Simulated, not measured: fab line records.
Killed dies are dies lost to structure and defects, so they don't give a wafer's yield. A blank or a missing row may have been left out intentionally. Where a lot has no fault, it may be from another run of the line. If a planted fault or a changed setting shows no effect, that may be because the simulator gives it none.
What tool caused it? -- flow sky130 -- 72 wafers from 24 lots sampled at 5 of the route's 708 steps

## WHAT THE GAUGES READ, wafer by wafer
SKY_VIA1_THK_MEAS_23: measures by xrf.
lot,measured,on,VIA1_W_THK (nm)
L074,day 33 12:44,film_metro-02,274 275 270
L075,day 33 15:49,film_metro-01,266 266 270
L076,day 34 04:30,film_metro-02,276 269 272
L077,day 34 11:22,film_metro-04,267 270 266
L078,day 34 18:00,film_metro-02,265 268 265
L079,day 35 13:28,film_metro-02,268 268 269
L080,day 35 20:40,film_metro-04,271 271 270
L081,day 35 22:24,film_metro-04,268 266 267
L082,day 36 11:54,film_metro-01,274 271 271
L083,day 36 15:28,film_metro-04,269 267 271
L084,day 37 06:10,film_metro-02,268 265 268
L086,day 37 12:54,film_metro-01,273 275 278
L085,day 37 15:10,film_metro-04,264 269 270
L087,day 37 23:23,film_metro-01,270 277 273
L088,day 38 10:56,film_metro-02,266 267 270
L089,day 38 12:30,film_metro-02,274 272 268
L090,day 38 20:54,film_metro-02,270 271 271
L091,day 39 02:48,film_metro-04,270 268 271
L092,day 39 10:42,film_metro-02,267 268 269
L093,day 41 09:55,film_metro-02,272 267 272
L097,day 41 10:14,film_metro-01,277 273 277
L094,day 41 12:22,film_metro-02,276 274 279
L096,day 41 13:00,film_metro-01,277 278 276
L095,day 41 15:23,film_metro-04,271 271 274

## WHAT TOOL EACH LOT RAN ON (gives the tool, then ch and the chambers of the sampled wafers, and finally the start)
lot,SKY_LI_CONTACT_ETCH_14,SKY_METAL1_SPUTTER_00,SKY_METAL1_METAL_ETCH_19,SKY_VIA1_STRIP_16
L074,"rie_diel-02 ch 1,2,3, day 28 15:05","pvd_sputter-02, day 31 03:43","rie_metal-02 ch 0,1, day 32 07:20","plasma_asher-02 ch 0, day 33 11:51"
L075,"rie_diel-02 ch 0,2,3, day 28 17:08","pvd_sputter-02, day 31 06:32","rie_metal-04 ch 0,1, day 32 10:40","plasma_asher-02 ch 0,1, day 33 14:56"
L076,"rie_diel-02 ch 1,2,3, day 29 08:28","pvd_sputter-01, day 31 19:51","rie_metal-04 ch 0,1, day 32 23:50","plasma_asher-03 ch 0,1, day 34 03:35"
L077,"rie_diel-04 ch 2,3, day 29 15:50","pvd_sputter-02, day 32 03:11","rie_metal-02 ch 0,1, day 33 07:40","plasma_asher-02 ch 0,1, day 34 10:25"
L078,"rie_diel-04 ch 2,3, day 29 22:29","pvd_sputter-01, day 32 10:05","rie_metal-04 ch 0,1, day 33 13:12","plasma_asher-03 ch 0,1, day 34 17:07"
L079,"rie_diel-02 ch 1,2, day 30 18:23","pvd_sputter-03, day 33 05:02","rie_metal-03 ch 0, day 34 08:32","plasma_asher-03 ch 1, day 35 12:32"
L080,"rie_diel-02 ch 0,2,3, day 31 01:41","pvd_sputter-02, day 33 12:58","rie_metal-03 ch 0,1, day 34 15:31","plasma_asher-04 ch 0,1, day 35 19:46"
L081,"rie_diel-02 ch 2,3, day 31 04:11","pvd_sputter-01, day 33 14:22","rie_metal-03 ch 0, day 34 17:38","plasma_asher-02 ch 0,1, day 35 21:22"
L082,"rie_diel-03 ch 1,2,3, day 31 17:16","pvd_sputter-02, day 34 03:57","rie_metal-02 ch 0,1, day 35 06:56","plasma_asher-03 ch 0,1, day 36 11:02"
L083,"rie_diel-02 ch 0,1,2, day 31 20:16","pvd_sputter-01, day 34 06:35","rie_metal-02 ch 0,1, day 35 09:56","plasma_asher-03 ch 1, day 36 14:31"
L084,"rie_diel-04 ch 0,2, day 32 11:11","pvd_sputter-01, day 34 21:23","rie_metal-04 ch 0, day 36 00:44","plasma_asher-03 ch 0,1, day 37 05:16"
L086,"rie_diel-02 ch 0,3, day 32 19:08","pvd_sputter-02, day 35 04:35","rie_metal-04 ch 0,1, day 36 08:17","plasma_asher-03 ch 0,1, day 37 12:01"
L085,"rie_diel-04 ch 0,1,3, day 32 22:56","pvd_sputter-03, day 35 08:46","rie_metal-02 ch 0, day 36 11:01","plasma_asher-02 ch 0,1, day 37 14:19"
L087,"rie_diel-02 ch 0,1,2, day 33 07:42","pvd_sputter-02, day 35 17:23","rie_metal-04 ch 0,1, day 36 20:17","plasma_asher-02 ch 0,1, day 37 22:31"
L088,"rie_diel-04 ch 0,1, day 33 19:58","pvd_sputter-01, day 36 04:17","rie_metal-04 ch 0,1, day 37 07:44","plasma_asher-02 ch 0,1, day 38 10:02"
L089,"rie_diel-04 ch 0,1,3, day 33 22:14","pvd_sputter-03, day 36 07:04","rie_metal-02 ch 0, day 37 09:34","plasma_asher-02 ch 0,1, day 38 11:37"
L090,"rie_diel-03 ch 0,3, day 34 04:34","pvd_sputter-02, day 36 14:17","rie_metal-04 ch 0,1, day 37 16:47","plasma_asher-04 ch 0,1, day 38 20:01"
L091,"rie_diel-02 ch 2,3, day 34 10:17","pvd_sputter-03, day 36 20:14","rie_metal-03 ch 0,1, day 37 21:49","plasma_asher-02 ch 1, day 39 01:56"
L092,"rie_diel-03 ch 0,2, day 34 19:26","pvd_sputter-02, day 37 05:29","rie_metal-04 ch 0,1, day 38 07:11","plasma_asher-02 ch 1, day 39 09:49"
L093,"rie_diel-03 ch 0,3, day 36 21:10","pvd_sputter-02, day 39 04:49","rie_metal-02 ch 0,1, day 40 07:09","plasma_asher-02 ch 0, day 41 09:01"
L097,"rie_diel-02 ch 0,1, day 36 21:20","pvd_sputter-01, day 39 05:21","rie_metal-03 ch 0,1, day 40 07:11","plasma_asher-02 ch 0,1, day 41 09:22"
L094,"rie_diel-03 ch 1,2,3, day 37 00:20","pvd_sputter-01, day 39 07:28","rie_metal-04 ch 0,1, day 40 09:19","plasma_asher-02 ch 0,1, day 41 11:29"
L096,"rie_diel-04 ch 0,2,3, day 37 01:59","pvd_sputter-01, day 39 08:43","rie_metal-03 ch 0,1, day 40 10:11","plasma_asher-02 ch 0,1, day 41 12:08"
L095,"rie_diel-04 ch 0,1,3, day 37 04:49","pvd_sputter-01, day 39 11:00","rie_metal-02 ch 1, day 40 12:26","plasma_asher-02 ch 0,1, day 41 14:31"
- SKY_LI_CONTACT_ETCH_14: etches BARC in N2/H2, stops on SiO2, time 45.9 s, target depth 60 nm.
- SKY_METAL1_SPUTTER_00: material Ti, target thk 15 nm, time 10 s.
- SKY_METAL1_METAL_ETCH_19: etches the open film in Cl2/BCl3, stops on SiO2, target depth 360 nm, time 78 s.
- SKY_VIA1_STRIP_16: strips in O2/N2.

## WHAT THE TOOLS THEMSELVES READ (means of the sampled wafers that have a number; where no wafer has one, the mark that the record gives instead)
SKY_LI_CONTACT_ETCH_14.
lot,tool,drypump_motor_current_A (A),h2_flow_sccm (sccm),oes_product_au (a.u.),throttle_valve_pct (%)
L074,rie_diel-02,5.6,200.0,0.857,13.223
L075,rie_diel-02,5.5,200.0,0.856,13.226
L076,rie_diel-02,5.6,199.9,0.851,13.223
L077,rie_diel-04,5.5,199.8,0.858,13.220
L078,rie_diel-04,5.4,200.1,0.848,13.233
L079,rie_diel-02,5.4,199.9,0.855,13.220
L080,rie_diel-02,5.6,200.1,0.858,13.217
L081,rie_diel-02,5.7,199.8,0.851,13.225
L082,rie_diel-03,5.4,199.7,0.854,13.226
L083,rie_diel-02,5.4,199.8,0.849,13.224
L084,rie_diel-04,5.7,200.7,0.855,13.216
L086,rie_diel-02,5.7,200.4,0.855,13.220
L085,rie_diel-04,5.2,200.4,0.852,13.224
L087,rie_diel-02,5.4,199.9,0.855,13.223
L088,rie_diel-04,5.4,200.7,0.854,13.216
L089,rie_diel-04,5.2,200.0,0.853,13.233
L090,rie_diel-03,5.6,200.1,0.857,13.222
L091,rie_diel-02,5.7,200.3,0.849,13.228
L092,rie_diel-03,5.6,199.3,0.852,13.220
L093,rie_diel-03,5.3,200.7,0.851,13.228
L097,rie_diel-02,5.4,200.0,0.857,13.231
L094,rie_diel-03,5.4,200.3,0.855,13.223
L096,rie_diel-04,5.5,199.4,0.850,13.219
L095,rie_diel-04,5.2,200.1,0.858,13.226

SKY_METAL1_SPUTTER_00.
lot,tool,throttle_valve_pct (%)
L074,pvd_sputter-02,29.9
L075,pvd_sputter-02,29.6
L076,pvd_sputter-01,31.0
L077,pvd_sputter-02,29.1
L078,pvd_sputter-01,30.9
L079,pvd_sputter-03,30.3
L080,pvd_sputter-02,30.3
L081,pvd_sputter-01,31.1
L082,pvd_sputter-02,30.3
L083,pvd_sputter-01,30.3
L084,pvd_sputter-01,30.1
L086,pvd_sputter-02,30.7
L085,pvd_sputter-03,30.0
L087,pvd_sputter-02,30.2
L088,pvd_sputter-01,30.9
L089,pvd_sputter-03,30.4
L090,pvd_sputter-02,30.2
L091,pvd_sputter-03,30.2
L092,pvd_sputter-02,29.6
L093,pvd_sputter-02,29.7
L097,pvd_sputter-01,30.5
L094,pvd_sputter-01,30.7
L096,pvd_sputter-01,30.6
L095,pvd_sputter-01,30.6

SKY_METAL1_METAL_ETCH_19.
lot,tool,drypump_motor_current_A (A),oes_product_au (a.u.),throttle_valve_pct (%)
L074,rie_metal-02,6.0,0.853,22.256
L075,rie_metal-04,5.1,0.852,22.267
L076,rie_metal-04,5.0,0.857,22.262
L077,rie_metal-02,6.3,0.845,22.267
L078,rie_metal-04,5.1,0.864,22.264
L079,rie_metal-03,5.1,0.849,22.268
L080,rie_metal-03,5.8,0.852,22.273
L081,rie_metal-03,5.1,0.860,22.262
L082,rie_metal-02,6.3,0.854,22.262
L083,rie_metal-02,6.0,0.853,22.266
L084,rie_metal-04,5.0,0.851,22.261
L086,rie_metal-04,5.0,0.849,22.260
L085,rie_metal-02,6.4,0.853,22.260
L087,rie_metal-04,5.1,0.861,22.257
L088,rie_metal-04,5.1,0.856,22.265
L089,rie_metal-02,6.5,0.858,22.266
L090,rie_metal-04,5.1,0.852,22.259
L091,rie_metal-03,5.5,0.858,22.268
L092,rie_metal-04,5.0,0.854,22.259
L093,rie_metal-02,6.0,0.847,22.266
L097,rie_metal-03,5.5,0.852,22.261
L094,rie_metal-04,5.1,0.854,22.268
L096,rie_metal-03,5.8,0.856,22.274
L095,rie_metal-02,5.8,0.858,22.255

SKY_VIA1_STRIP_16.
lot,tool,drypump_motor_current_A (A),o2_flow_sccm (sccm),oes_product_au (a.u.),strip_time_to_endpoint_s (s)
L074,plasma_asher-02,6.4,3016,0.418,4.495
L075,plasma_asher-02,5.9,3003,0.415,4.459
L076,plasma_asher-03,5.5,2996,0.415,4.461
L077,plasma_asher-02,6.2,3000,0.414,4.459
L078,plasma_asher-03,5.5,3002,0.415,4.409
L079,plasma_asher-03,5.7,2988,0.413,4.448
L080,plasma_asher-04,5.9,3003,0.417,4.462
L081,plasma_asher-02,5.9,2990,0.412,4.444
L082,plasma_asher-03,5.3,2998,0.413,4.435
L083,plasma_asher-03,5.7,2998,0.414,4.464
L084,plasma_asher-03,5.6,2995,0.415,4.444
L086,plasma_asher-03,5.3,2997,0.410,4.411
L085,plasma_asher-02,6.2,3001,0.414,4.419
L087,plasma_asher-02,5.9,3001,0.410,4.438
L088,plasma_asher-02,5.9,2991,0.420,4.484
L089,plasma_asher-02,6.1,2989,0.412,4.452
L090,plasma_asher-04,5.9,3003,0.414,4.432
L091,plasma_asher-02,5.7,3011,0.416,4.456
L092,plasma_asher-02,5.7,2990,0.417,4.445
L093,plasma_asher-02,6.4,2999,0.417,4.450
L097,plasma_asher-02,5.9,3005,0.413,4.470
L094,plasma_asher-02,5.9,3000,0.414,4.450
L096,plasma_asher-02,5.9,3000,0.418,4.470
L095,plasma_asher-02,5.9,2997,0.411,4.439

## THE ANSWER, worked out from the rows above alone
Rule: usual is defined by the lots themselves. The widest of any qualifying gaps counts: lots, ordered by their means at a reading, are off when they make up no more than a third of the lots, leave a main group of 4 or more, and stand apart from it by 3 or more times the standard deviation of that group's means. If all means in a main group match to the digits the tables above print for the reading, that group is not used. Also off: a lot with no number at a reading for which 4 or more lots have one. The other lots that the step has rows for count as sound. First the gauges in route order, then the tools' own readings, where a lot's mean is used as printed above. The first step at which some lot is off is used, and at that step the reading that is off furthest; a lot without a number counts as furthest.
Across all readings shown, no lot is off: no conclusion can be drawn from this.

## WHAT WAS PUT IN BY THE SIMULATOR
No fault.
